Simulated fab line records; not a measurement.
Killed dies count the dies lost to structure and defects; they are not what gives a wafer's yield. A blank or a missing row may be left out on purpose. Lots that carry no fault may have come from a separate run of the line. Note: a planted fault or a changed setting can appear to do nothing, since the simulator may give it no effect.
fab line records    flow sfq-line
record: lots: 6  wafers: 18  last-day: 86
route steps=325 shown C5@250 M6@251
lots that met no fault: from a run of the same line without faults
start-h: hours from the record's opening day to when the first of the lot's shown wafers began    wait-h: hours elapsed since this lot's preceding step    " as in the row above    L1.1+2: a single row standing in for several wafers    - no value, or no start given    * or withheld: withheld    < > ~ a bound
route shown NAME@n: a module of which the file shows steps, and the number in the route of the first    usual: mean and standard deviation over wafers with no fault    same: alike in all rows    chamber/n: place in a boat    sites: each site's reading    _std_site: standard deviation across them    _edge_site: the outer-site mean with the inner-site mean subtracted    radius-mm: for every site, how far away it sits from the centre of the wafer    mask NAME#n: copy n    behind: the last tool/chamber to shape the wafer    hold: cause of the lot's hold/its duration in hours/its outcome    device: transistor that didn't switch, given as n, p or np    end of line: the same wafers' tests at the end of the route    a step given without rows: its recipe and nothing more    killed: the dies lost at the first sort to structure and to defects; this is not the yield of the wafer    map: a wafer's dies, marking killed ones x, the rest . and places with no die _
set.NAME: the setting as run; set.NAME@STEP: as run at that earlier step    model.NAME: the simulator's own value behind a step, which no gauge read
lots seen at some steps along the route; tables by step, rows by wafer
services: a tool's chamber out of use, with start hour (start-h, from the record's first day; less than 0 if before it), hours out, and reason
== steps ==
step: SFQ_TRILAYER_C5_STRIP_SOLV_CLEAN_156
recipe: chemistry: NMP  temp-c: 70  time-s: 600
step: SFQ_TRILAYER_M6_DEP_PRE_CLEAN_158
recipe: gas: Ar  time-s: 22.5  bias-v: 250
step: SFQ_TRILAYER_M6_DEP_SPUTTER_157
recipe: material: Nb  base-pressure-pa: 1.33e-06  chamber-pressure-pa: 0.1333  substrate-temp-c: 20  target-thk-nm: 200  power-w: 2000  time-s: 133.3
usual: throttle-valve-pct: 29.9/0.84
lot.wafer  tool            chamber  start-h  wait-h  throttle-valve-pct
L111.1     pvd-sputter-05  -        1658.56  0.0     30.2
L111.2     "               -        "        "       29.6
L111.6     "               -        "        "       30.0
L113.2     pvd-sputter-06  -        1664.51  0.0     31.5
L113.3     "               -        "        "       29.7
L113.5     "               -        "        "       30.0
L115.1     pvd-sputter-04  -        1671.83  0.0     30.6
L115.4     "               -        "        "       29.2
L115.5     "               -        "        "       29.1
L117.2     pvd-sputter-05  -        1684.50  0.0     30.1
L117.5     "               -        "        "       29.5
L117.6     "               -        "        "       30.0
L127.2     pvd-sputter-06  -        1740.71  0.0     28.2
L127.3     "               -        "        "       31.0
L127.6     "               -        "        "       30.1
L129.1     pvd-sputter-05  -        1751.61  0.0     29.5
L129.3     "               -        "        "       30.2
L129.5     "               -        "        "       29.5
step: SFQ_M6_RS_MEAS_938
recipe: thk-meas-gauge: four-point-probe  reads: Nb_of_TRILAYER_M6_DEP_SPUTTER_157
usual: M6_NB_RS: 0.891/0.0088
lot.wafer  tool           chamber  start-h  wait-h  M6_NB_RS[ohm/sq]
L111.1     film-metro-02  -        1658.65  0.0     0.888
L111.2     "              -        "        "       0.895
L111.6     "              -        "        "       0.885
L113.2     film-metro-02  -        1664.62  0.1     0.886
L113.3     "              -        "        "       0.889
L113.5     "              -        "        "       0.886
L115.1     film-metro-04  -        1671.92  0.0     0.895
L115.4     "              -        "        "       0.899
L115.5     "              -        "        "       0.912
L117.2     film-metro-02  -        1684.61  0.1     0.899
L117.5     "              -        "        "       0.897
L117.6     "              -        "        "       0.898
L127.2     film-metro-03  -        1740.82  0.1     0.889
L127.3     "              -        "        "       0.894
L127.6     "              -        "        "       0.890
L129.1     film-metro-02  -        1751.71  0.0     0.897
L129.3     "              -        "        "       0.899
L129.5     "              -        "        "       0.893
step: SFQ_TRILAYER_M6_LITHO_COAT_164
recipe: resist: BARC  spin-rpm: 3000  resist-thk-nm: 62
step: SFQ_TRILAYER_M6_LITHO_COAT_159
recipe: resist: KrF  spin-rpm: 3000  resist-thk-nm: 600
step: SFQ_TRILAYER_M6_LITHO_SOFTBAKE_163
recipe: temp-c: withheld  time-s: withheld  resist: KrF
step: SFQ_TRILAYER_M6_LITHO_EXPOSE_160
recipe: mask-id: M6  na: 0.6  source-shape: conventional  sigma-outer: 0.65  target-cd-nm: 500  dose-mj: 14.4
step: SFQ_TRILAYER_M6_LITHO_PEB_162
recipe: peb-temp-c: 115  peb-time-s: 60  resist: KrF
step: SFQ_TRILAYER_M6_LITHO_DEVELOP_161
recipe: time-s: 60  resist: KrF
step: SFQ_M6_OVL_MEAS_940
usual: M6_OVL: 5/5.5
lot.wafer  tool        chamber  start-h  wait-h  M6_OVL[nm]
L111.1     overlay-01  -        1753.07  0.1     8
L111.2     "           -        "        "       4
L111.6     "           -        "        "       11
L113.2     overlay-01  -        1761.48  0.1     3
L113.3     "           -        "        "       2
L113.5     "           -        "        "       14
L115.1     overlay-02  -        1768.67  0.1     17
L115.4     "           -        "        "       9
L115.5     "           -        "        "       12
L117.2     overlay-02  -        1779.48  0.1     -6
L117.5     "           -        "        "       2
L117.6     "           -        "        "       4
L127.2     overlay-02  -        1840.70  0.1     6
L127.3     "           -        "        "       7
L127.6     "           -        "        "       0
L129.1     overlay-02  -        1851.95  0.1     8
L129.3     "           -        "        "       13
L129.5     "           -        "        "       9
step: SFQ_TRILAYER_M6_BARC_OPEN_METAL_ETCH_206
recipe: mask-material: PR  chemistry: O2  target-depth-nm: 125  target: BARC  icp-w: 600  bias-w: 80  pressure-mtorr: 10  time-s: 41.7
usual: drypump-motor-current-A: 5.7/0.36  he-backside-leak-sccm: 3.4/0.35  oes-product-au: 0.685/0.0045  run-length-s: 70.29/0.29
lot.wafer  tool          chamber  start-h  wait-h  drypump-motor-current-A  he-backside-leak-sccm  oes-product-au  rf-hours-counter-h  run-length-s
L111.1     rie-metal-02  1        1753.11  0.0     5.8                      4.0                    0.691           123                 70.21
L111.2     "             0        "        "       5.6                      3.3                    0.677           76                  70.62
L111.6     "             1        "        "       5.8                      4.0                    0.686           -                   70.32
L113.2     rie-metal-03  0        1761.53  0.0     6.1                      3.5                    0.686           -                   70.28
L113.3     "             0        "        "       6.2                      3.7                    0.694           -                   70.44
L113.5     "             0        "        "       6.1                      3.4                    0.690           -                   70.45
L115.1     rie-metal-03  0        1768.71  0.0     6.1                      3.4                    0.686           43                  70.38
L115.4     "             0        "        "       6.2                      3.7                    0.678           -                   70.53
L115.5     "             0        "        "       6.1                      3.6                    0.698           -                   69.07
L117.2     rie-metal-03  0        1779.51  0.0     6.2                      3.5                    0.688           45                  70.67
L117.5     "             1        "        "       4.8                      3.2                    0.699           -                   68.93
L117.6     "             0        "        "       6.2                      3.6                    0.713           -                   69.32
L127.2     rie-metal-02  1        1840.73  0.0     5.8                      2.9                    0.685           11                  70.33
L127.3     "             0        "        "       5.6                      3.3                    0.685           -                   69.80
L127.6     "             0        "        "       5.6                      3.2                    0.690           -                   70.15
L129.1     rie-metal-02  1        1851.98  0.0     5.8                      3.1                    0.687           13                  70.11
L129.3     "             0        "        "       5.6                      3.1                    0.682           -                   69.69
L129.5     "             0        "        "       5.6                      3.2                    0.680           -                   70.23
step: SFQ_TRILAYER_M6_ETCH_METAL_ETCH_162
recipe: target: Nb  stop-on: SiO2  mask-material: PR  chemistry: Cl2/Ar  target-depth-nm: 240  icp-w: 600  bias-w: 80  pressure-mtorr: 10  time-s: 120
usual: drypump-motor-current-A: 5.7/0.36  he-backside-leak-sccm: 3.36/0.23  oes-product-au: 0.894/0.0068  run-length-s: 148.7/0.32
lot.wafer  tool          chamber  start-h  wait-h  drypump-motor-current-A  he-backside-leak-sccm  oes-product-au  rf-hours-counter-h  run-length-s
L111.1     rie-metal-02  1        1753.17  0.0     5.8                      3.78                   0.885           123                 149.0
L111.2     "             0        "        "       5.6                      3.22                   0.897           76                  148.4
L111.6     "             1        "        "       5.8                      3.55                   0.897           -                   148.8
L113.2     rie-metal-03  0        1761.67  0.1     6.1                      3.55                   0.898           -                   148.8
L113.3     "             0        "        "       6.1                      3.55                   0.891           -                   148.8
L113.5     "             0        "        "       6.1                      3.45                   0.893           -                   148.8
L115.1     rie-metal-03  0        1768.83  0.1     6.1                      3.50                   0.895           43                  148.6
L115.4     "             0        "        "       6.1                      3.56                   0.888           -                   149.1
L115.5     "             0        "        "       6.1                      3.60                   0.880           -                   148.9
L117.2     rie-metal-03  0        1779.57  0.0     6.1                      3.72                   0.881           45                  148.6
L117.5     "             1        "        "       4.8                      3.36                   0.896           -                   148.3
L117.6     "             0        "        "       6.1                      3.51                   0.898           -                   148.7
L127.2     rie-metal-02  1        1840.79  0.0     5.8                      2.89                   0.889           11                  149.1
L127.3     "             0        "        "       5.6                      3.31                   0.892           -                   148.2
L127.6     "             0        "        "       5.6                      3.30                   0.886           -                   148.7
L129.1     rie-metal-02  1        1852.04  0.0     5.8                      3.31                   0.879           13                  148.9
L129.3     "             0        "        "       5.6                      3.46                   0.891           -                   148.3
L129.5     "             0        "        "       5.6                      3.46                   0.889           -                   148.1
== services ==
tool            chamber  start-h  hours  kind
pvd-sputter-05  -        1635.25  1.9    repair
rie-metal-03    0        1639.65  9.6    repair
pvd-sputter-06  -        1654.92  5.5    repair
rie-metal-03    -        1660.20  0.1    repair
pvd-sputter-04  -        1691.35  14.4   repair
rie-metal-03    -        1698.23  0.5    repair
pvd-sputter-04  -        1702.90  1.7    repair
pvd-sputter-04  -        1723.53  7.8    repair
rie-metal-03    0        1749.06  3.4    repair
rie-metal-03    1        1760.04  -      clean
rie-metal-03    1        1760.04  -      consumable-replace:focus-ring
rie-metal-03    1        1760.04  14.8   scheduled-down
rie-metal-03    1        1760.04  14.8   vent-cycle
rie-metal-02    1        1764.92  -      clean
rie-metal-02    1        1764.92  -      consumable-replace:esc
rie-metal-02    1        1764.92  -      consumable-replace:focus-ring
rie-metal-02    1        1764.92  25.2   scheduled-down
rie-metal-02    1        1764.92  25.2   vent-cycle
rie-metal-02    0        1802.32  21.4   repair
pvd-sputter-05  -        1808.11  7.4    repair
rie-metal-03    -        1834.82  14.6   pm
== key ==
first-sign: step: SFQ_TRILAYER_M6_BARC_OPEN_METAL_ETCH_206  reading: oes-product-au  direction: up  sigmas: 4.2  usual: 0.685  struck: 0.703
effect: step: SFQ_TRILAYER_M6_BARC_OPEN_METAL_ETCH_206  reading: run-length-s  direction: down  sigmas: 4  usual: *  struck: *
met-at SFQ_TRILAYER_M6_BARC_OPEN_METAL_ETCH_206
struck-wafers L115.5,L117.5,L117.6
onset-between 1761.53 1768.71
fault: kind: process-parameter-drift  tool: rie-metal-03  chamber: -  onset-h: 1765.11  steps: SFQ_TRILAYER_M6_BARC_OPEN_METAL_ETCH_206  channel: time-s  offset: *  shape: step  end-h: 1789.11  scope: struck-wafers-only  acts-in: *  stated: *
